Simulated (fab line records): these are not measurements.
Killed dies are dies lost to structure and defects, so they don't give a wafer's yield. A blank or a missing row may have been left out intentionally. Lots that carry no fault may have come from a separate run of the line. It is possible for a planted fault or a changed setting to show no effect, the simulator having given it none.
One fault through the eyes of 2 desks	flow gf180mcu	every desk sees just its own numbers, and what lay behind them comes last

TOOL OWNER'S DESK, pecvd-04
The tool's own readings at GF_SAB_CVD_00 (deposits SiO2 from TEOS, target thk 50 nm, time 4.9302 s): means of the sampled wafers that have a number, for each lot that ran on this tool. Any lot whose mean is over 4 standard deviations away from the usual mean is out of limits and marked OUT; that distance is given in the brackets.
Columns: A = heater_power_w at GF_SAB_CVD_00, usual 673 W
lot	first seen here	A
L969	day 14 09:30	616
L975	day 16 21:00	689
L977	day 17 08:17	608
L985	day 20 15:47	630
L988	day 21 05:23	592
Result from this desk: across the 5 lots, nothing is out of limits.

AT THE METROLOGY DESK
Lot by lot, what the gauges showed, no matter which tool ran the lot: averages of those sampled wafers that carry a number. Any lot whose mean is over 4 standard deviations away from the usual mean is out of limits and marked OUT; that distance is given in the brackets.
Columns: A = HV_LDD_RS at GF_HV_LDD_RS_MEAS_53, usual 418.2 ohm/sq; B = SAB_CVD_00_THK at GF_SAB_THK_MEAS_01, usual 50.1 nm; C = SALICIDE_TIN_RS at GF_SALICIDE_RS_MEAS_04, usual 16.3 ohm/sq
lot	first seen here	A	B	C
L969	day 12 13:16	417.5	50.0	16.2
L970	day 12 20:29	418.8	50.1	16.6
L972	day 13 13:58	418.4	50.2	16.2
L975	day 14 21:07	418.6	50.0	16.6
L976	day 15 02:17	418.8	50.8	16.2
L977	day 15 07:47	418.8	50.4	16.7
L978	day 15 22:31	418.2	50.2	16.5
L979	day 16 13:13	417.8	50.0	16.4
L980	day 17 01:50	418.5	50.8	16.3
L985	day 18 12:53	417.2	16.0 (-54) OUT	15.9
L988	day 19 02:19	417.4	15.2 (-55) OUT	16.6
L989	day 19 07:40	419.8	49.7	16.5
L990	day 19 17:52	417.6	50.2	16.0
L991	day 20 00:29	419.6	50.0	15.9
This desk's result: L985, L988 out of limits, first on L985 (SAB_CVD_00_THK at GF_SAB_THK_MEAS_01), day 20 15:49. In limits: L969, L970, L972, L975, L976, L977, L978, L979, L980, L989, L990, L991.

ALL TOGETHER
An alarm was possible from the metrology desk at day 20 15:49, on L985, L988.
The tool owner's desk saw nothing out of limits.
Tool owner's desk: L985, L988 on record, inside its limits.
GF_SAB_CVD_00 was run on pecvd-04 by each of the lots named.

WHAT HAD BEEN PUT IN BY THE SIMULATOR
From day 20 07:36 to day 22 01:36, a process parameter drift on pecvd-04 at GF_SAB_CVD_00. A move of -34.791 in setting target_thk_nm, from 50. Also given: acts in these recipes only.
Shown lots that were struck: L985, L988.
Time in hours between the start of the fault and the first out-of-limits reading at each desk: metrology desk, 8.
